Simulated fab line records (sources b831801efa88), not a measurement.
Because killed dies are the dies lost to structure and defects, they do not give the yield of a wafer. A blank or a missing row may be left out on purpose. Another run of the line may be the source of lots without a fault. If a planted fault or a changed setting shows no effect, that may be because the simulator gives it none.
Struck lot and sound lot, side by side    flow gf180mcu    15 steps out of a route of 602
Sound: these wafers, L269.1, L269.3, L269.5. Wafers L280.3, L280.4, L280.5 were the ones struck. At the end, the cause is stated.
For every step that has rows: the tool of each side, followed by ch and its chambers, followed by its first start. Under that, the readings that differ: sound wafers    struck wafers    difference of the means    sigmas: that difference in standard deviations of wafers without a fault.
alike: readings with means less than 2 such deviations apart, plus words and numbers identical on both sides. not compared: withheld readings, readings lacking a value on some wafer, bounds such as >300 that could conceal the same value, and numbers that have no deviation in the record and whose values overlap.
A row with sigmas, a row that says differs or no value, or rows on one side alone: a step with any of these is where the two part. Numbers that have no deviation but don't overlap get no sigmas and don't part them. A reading that every wafer of one side lacks parts them only if that side has two wafers or more.

first, 3 steps without rows for these wafers: GF_MVSD_EXPOSE_04 (exposes mask MVSD, target cd 1000 nm); GF_MVSD_PEB_05; GF_MVSD_DEVELOP_06 (develop time 60 s).
GF_MVSD_OVL_MEAS_07:
  sound on overlay-02, day 5 03:10; struck on overlay-02, day 7 20:22
  alike: MVSD_OVL
then, 2 steps without rows for these wafers: GF_MVSD_IMPLANT_08; GF_MVSD_IMPLANT_09.
GF_MVSD_STRIP_10: strips in O2/N2.
  sound on plasma_asher-02 ch 0,1, day 5 03:30; struck on plasma_asher-04 ch 0,1, day 7 20:44
  alike: drypump_motor_current_A, heater_power_w, oes_product_au, strip_time_to_endpoint_s
  not compared: rf_hours_counter_h
GF_MVSD_TW_MEAS_11:
  sound on film_metro-03, day 5 03:36; struck on film_metro-01, day 7 20:49
reading  sound           struck          difference  sigmas
MVSD_TW  1587 1585 1593  1562 1568 1564  -24         -2
then, 4 steps without rows for these wafers: GF_MVPSD_DEHYDRATE_00 (time 60 s); GF_MVPSD_HMDS_01 (prime time 60 s); GF_MVPSD_COAT_02 (resist thk 3000 nm); GF_MVPSD_SOFTBAKE_03.
GF_MVPSD_EXPOSE_04: exposes mask MVPSD, target cd 1000 nm.
  sound on iline_stepper-02 ch 0, day 5 11:01; struck on iline_stepper-02 ch 0, day 8 06:01
reading  sound                    struck                            difference  sigmas
mask     MVPSD#0 MVPSD#0 MVPSD#0  MVPSD_R1#0 MVPSD_R1#0 MVPSD_R1#0  differs     
next, for these wafers, 1 step has no rows: GF_MVPSD_PEB_05.
-- the record jumps here: 25 days lie between the struck wafers' starts before and after (it left off in module MVPSD and takes up again in module PASSIVATION, whose first step shown is number 602 of the route) --
GF_PASSIVATION_PROBE_99:
  sound on prober-02, day 30 03:23; struck on prober-01, day 33 00:58
reading                              sound                          struck                                                                      difference                    sigmas
hold                                 - - -                          await_dispo/1.8h/release await_dispo/1.8h/release await_dispo/1.8h/release  no value on the sound wafers  
model.etest.ldpmos_10p0.r_on_ohm_um  1.089e+04 1.104e+04 1.107e+04  1.155e+04 1.175e+04 1.162e+04                                               +6.400e+02                    
model.etest.ldpmos_10p0.drive_ua_um  266 266.5 259.4                245.3 239.6 244.1                                                           -21.0                         

WHERE THEY PART
Earliest at GF_MVSD_TW_MEAS_11; latest, in this record, at GF_PASSIVATION_PROBE_99.

WHY: the cause the simulator had injected
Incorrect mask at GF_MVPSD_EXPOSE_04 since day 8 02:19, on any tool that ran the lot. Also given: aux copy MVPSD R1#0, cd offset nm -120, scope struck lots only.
